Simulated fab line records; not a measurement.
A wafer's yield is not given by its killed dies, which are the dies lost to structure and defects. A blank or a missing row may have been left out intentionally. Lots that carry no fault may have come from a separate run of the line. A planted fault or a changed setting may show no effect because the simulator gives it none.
What tool caused it? + flow sky130 + 21 wafers from 7 lots sampled at 2 of the route's 708 steps

== WHAT THE GAUGES SHOWED, per wafer ==
SKY_NWELL_OVL_MEAS_10.
| lot  | measured     | on         | NWELL_00_OVL (nm) |
|------|--------------|------------|-------------------|
| L270 | day 5 02:29  | overlay-01 | -2.6 -0.1 0.3     |
| L273 | day 5 18:19  | overlay-02 | 1.1 2.0 0.7       |
| L281 | day 7 14:33  | overlay-02 | -3.3 -2.9 -4.2    |
| L283 | day 8 06:39  | overlay-02 | -2.8 -1.9 -0.1    |
| L287 | day 9 04:37  | overlay-02 | -1.0 1.6 1.1      |
| L289 | day 9 18:08  | overlay-02 | 0.3 -2.2 -0.2     |
| L291 | day 10 04:47 | overlay-01 | 0.2 0.1 1.4       |

== WHAT TOOL EACH LOT RAN ON (gives the tool, then ch and the chambers of the sampled wafers, and finally the start) ==
| lot  | SKY_FIELD_ISO_WET_ETCH_18     |
|------|-------------------------------|
| L270 | wetBench-02 ch 0, day 2 15:20 |
| L273 | wetBench-04 ch 3, day 3 07:31 |
| L281 | wetBench-02 ch 3, day 4 23:37 |
| L283 | wetBench-01 ch 0, day 5 10:37 |
| L287 | wetBench-02 ch 3, day 6 09:22 |
| L289 | wetBench-04 ch 0, day 6 20:23 |
| L291 | wetBench-02 ch 1, day 7 07:34 |
- SKY_FIELD_ISO_WET_ETCH_18: etches Si3N4 in H3PO4, target depth 25 nm, time 286 s.

== THE ANSWER, worked out from the rows above alone ==
Rule: what is usual is taken from the lots themselves. Put in order of their means at a reading, lots are off if they are a third of the lots or fewer, leave a main group of 4 or more, and stand apart from it by a gap of 3 or more times the standard deviation of the main group's means; of several such gaps the widest counts. The tables above print the reading to a certain number of digits; a main group whose means all agree to those digits is not used. Also off: a lot with no number at a reading for which 4 or more lots have one. All remaining lots with rows at the step are treated as sound.
None of the lots is off at any reading shown; this tells nothing.

== WHAT WAS PUT IN BY THE SIMULATOR ==
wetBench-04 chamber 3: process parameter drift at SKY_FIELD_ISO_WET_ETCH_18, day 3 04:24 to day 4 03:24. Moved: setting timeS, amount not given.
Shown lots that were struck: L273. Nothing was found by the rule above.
